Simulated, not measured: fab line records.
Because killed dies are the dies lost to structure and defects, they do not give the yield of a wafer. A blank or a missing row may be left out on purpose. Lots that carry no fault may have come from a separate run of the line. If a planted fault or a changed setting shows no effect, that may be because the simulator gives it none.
Which tool did it?	flow sky130	6 lots, 18 wafers sampled, at 3 steps of a route of 708

WHAT THE GAUGES SHOWED, per wafer
SKY_LDD_HVN_TW_MEAS_10.
lot	measured	on	LDD_HVN_TW
L254	day 20 22:53	film metro-02	1467 1461 1467
L256	day 21 20:05	film metro-03	1442 1439 1439
L260	day 23 08:55	film metro-02	1405 1408 1407
L269	day 26 12:46	film metro-02	1459 1459 1457
L271	day 27 10:04	film metro-03	1448 1441 1450
L274	day 28 09:22	film metro-02	1454 1458 1461

TOOL THAT RAN EACH LOT (tool first, then ch and the chambers of the sampled wafers, then the start)
lot	SKY_POLY_GATE_STRIP_18	SKY_LDD_HVN_IMPLANT_08
L254	plasma asher-01 ch 0,1, day 16 23:08	implanter-04 ch 0, day 20 22:39
L256	plasma asher-01 ch 0, day 17 20:49	implanter-03 ch 0, day 21 19:50
L260	plasma asher-02 ch 0,1, day 19 09:46	implanter-04 ch 0, day 23 08:40
L269	plasma asher-02 ch 0,1, day 22 16:29	implanter-02 ch 0, day 26 12:31
L271	plasma asher-02 ch 0,1, day 23 14:32	implanter-04 ch 0, day 27 09:49
L274	plasma asher-01 ch 0,1, day 24 15:13	implanter-04 ch 0, day 28 09:07
- SKY_POLY_GATE_STRIP_18: strips in O2/N2.
- SKY_LDD_HVN_IMPLANT_08

THE ANSWER, worked out from the rows above alone
Rule: usual is defined by the lots themselves. The widest of any qualifying gaps counts: lots, ordered by their means at a reading, are off when they make up no more than a third of the lots, leave a main group of 4 or more, and stand apart from it by 3 or more times the standard deviation of that group's means. A main group whose means are all the same, to the digits that the tables above print for the reading, isn't used. Also off: a lot with no number at a reading for which 4 or more lots have one. The other lots that the step has rows for count as sound.
Off: L260, seen at SKY_LDD_HVN_TW_MEAS_10 (LDD_HVN_TW). For the main group the mean is 1453 and the standard deviation 9.
A tool fits if, at a process step before that reading, it ran every lot that is off, and no sound lot after the first of them. Those tools and the gauges at SKY_LDD_HVN_TW_MEAS_10 are tried in the same way. No candidate that was tried fits.

WHAT HAD BEEN PUT IN BY THE SIMULATOR
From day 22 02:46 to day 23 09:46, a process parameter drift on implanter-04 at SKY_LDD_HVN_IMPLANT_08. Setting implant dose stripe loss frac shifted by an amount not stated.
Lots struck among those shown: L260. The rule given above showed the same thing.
